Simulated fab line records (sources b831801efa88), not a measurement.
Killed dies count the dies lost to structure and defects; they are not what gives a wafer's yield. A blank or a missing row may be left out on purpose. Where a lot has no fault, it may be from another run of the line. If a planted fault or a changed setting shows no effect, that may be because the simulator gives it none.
The same fault as seen by 2 desks | flow gf180mcu | each desk holds nothing but its own numbers, with what lay behind them at the end

METROLOGY DESK
Means of the sampled wafers that have a number, per lot and without regard to the tool the lot ran on: this is what the gauges read. If a lot's mean is further than 4 standard deviations from the usual mean, the lot is out of limits and carries the mark OUT (the distance appears in the brackets).
Columns: A = V4_BOW at GF_V4_BOW_MEAS_05, usual 136 um
lot  | first seen here | A
L482 | day 24 02:35    | 133
L483 | day 24 13:01    | 129
L484 | day 24 19:52    | 139
L485 | day 25 05:22    | 136
L488 | day 26 09:36    | 131
L490 | day 26 21:57    | 151
L496 | day 28 15:58    | 145
L499 | day 29 09:22    | 123
L500 | day 29 18:31    | 136
L502 | day 30 05:13    | 139
L503 | day 30 16:38    | 145
This desk found nothing out of limits on any of the 11 lots.

AT THE TOOL OWNER'S DESK: rie-metal-01
The tool's own readings at GF_M4_METAL_ETCH_16 (etches the open film in Cl2/BCl3, stops on SiO2, target depth 627.5 nm, time 104.6 s): means of the sampled wafers that have a number, for each lot that ran on this tool. If a lot's mean is further than 4 standard deviations from the usual mean, the lot is out of limits and carries the mark OUT (the distance appears in the brackets).
Columns: A = drypump-motor-current-A at GF_M4_METAL_ETCH_16, usual 5.3 A; B = he-backside-leak-sccm at GF_M4_METAL_ETCH_16, usual 3.28 sccm; C = oes-product-au at GF_M4_METAL_ETCH_16, usual 0.971 a.u.; D = throttle-valve-pct at GF_M4_METAL_ETCH_16, usual 28.251 %
lot  | first seen here | A   | B    | C     | D
L483 | day 24 11:44    | 5.1 | 3.09 | 0.968 | 28.261
L484 | day 24 18:32    | 5.3 | 3.25 | 0.976 | 28.258
L485 | day 25 04:03    | 5.3 | 3.32 | 0.973 | 28.249
L496 | day 28 14:44    | 5.2 | 3.24 | 0.968 | 28.249
L499 | day 29 08:10    | 5.3 | 3.35 | 0.980 | 28.241
This desk found nothing out of limits on any of the 5 lots.

ALL TOGETHER
Nothing out of limits was seen by the metrology desk.
The tool owner's desk saw nothing out of limits.

WHAT THE SIMULATOR HAD PUT IN
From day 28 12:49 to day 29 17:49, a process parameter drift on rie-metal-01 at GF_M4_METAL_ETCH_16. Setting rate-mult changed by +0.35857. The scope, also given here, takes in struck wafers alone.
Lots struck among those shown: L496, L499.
